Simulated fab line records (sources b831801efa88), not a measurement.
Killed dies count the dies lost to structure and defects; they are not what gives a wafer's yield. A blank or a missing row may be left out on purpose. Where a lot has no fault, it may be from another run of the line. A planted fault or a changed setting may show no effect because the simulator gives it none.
Chamber matching / flow gf180mcu / 4 sister chambers for GF_CONTACT_CMP_04 on cmp-01
The step polishes SiO2. 8 wafers are shown with their chamber, then 9 later ones without.

== EACH WAFER AND ITS CHAMBER ==
wafer=L744.3; chamber=0; motor current A (A)=11.1; time to endpoint s (s)=114
wafer=L744.6; chamber=1; motor current A (A)=13.7; time to endpoint s (s)=120
wafer=L746.1; chamber=3; motor current A (A)=12.2; time to endpoint s (s)=114
wafer=L746.3; chamber=2; motor current A (A)=12.3; time to endpoint s (s)=110
wafer=L746.4; chamber=0; motor current A (A)=11.5; time to endpoint s (s)=116
wafer=L747.2; chamber=2; motor current A (A)=12.2; time to endpoint s (s)=107
wafer=L747.3; chamber=3; motor current A (A)=12.1; time to endpoint s (s)=110
wafer=L747.4; chamber=1; motor current A (A)=13.5; time to endpoint s (s)=121

== WAFERS WITHOUT THEIR CHAMBER ==
wafer=L748.2; motor current A (A)=13.6; time to endpoint s (s)=107
wafer=L748.3; motor current A (A)=12.2; time to endpoint s (s)=103
wafer=L748.5; motor current A (A)=12.9; time to endpoint s (s)=116
wafer=L749.2; motor current A (A)=13.2; time to endpoint s (s)=105
wafer=L749.5; motor current A (A)=12.4; time to endpoint s (s)=113
wafer=L749.6; motor current A (A)=11.9; time to endpoint s (s)=112
wafer=L750.1; motor current A (A)=13.5; time to endpoint s (s)=111
wafer=L750.2; motor current A (A)=12.1; time to endpoint s (s)=109
wafer=L750.6; motor current A (A)=13.1; time to endpoint s (s)=118

== WHICH CHAMBER EACH ONE RAN IN ==
wafer=L748.2; from the rows above=can't be placed: 1 or 2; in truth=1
wafer=L748.3; from the rows above=can't be placed: 2 or 3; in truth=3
wafer=L748.5; from the rows above=can't be placed: 1 or 3 or 2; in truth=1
wafer=L749.2; from the rows above=can't be placed: 2 or 3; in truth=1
wafer=L749.5; from the rows above=can't be placed: 3 or 2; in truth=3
wafer=L749.6; from the rows above=can't be placed: 3 or 2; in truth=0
wafer=L750.1; from the rows above=1; in truth=1
wafer=L750.2; from the rows above=can't be placed: 2 or 3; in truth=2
wafer=L750.6; from the rows above=1; in truth=1
2 of 9 placed correctly. Not placeable from these rows: 7 (in 5, the candidates include the true chamber). Wrongly placed: 0.
How it was worked out, from the rows above alone: a wafer's distance from a chamber is the root of the sum, over the readings, of the square of ((its reading less the chamber's mean) divided by the reading's scatter). The wafer belongs to the nearest chamber; if the next one is less than 2 further off, it can't be placed. The mean given for a chamber averages the wafers shown for that chamber. The scatter: take each reading less its chamber's mean, square it, sum over the shown wafers, divide by the number of wafers less the number of chambers, and take the root.
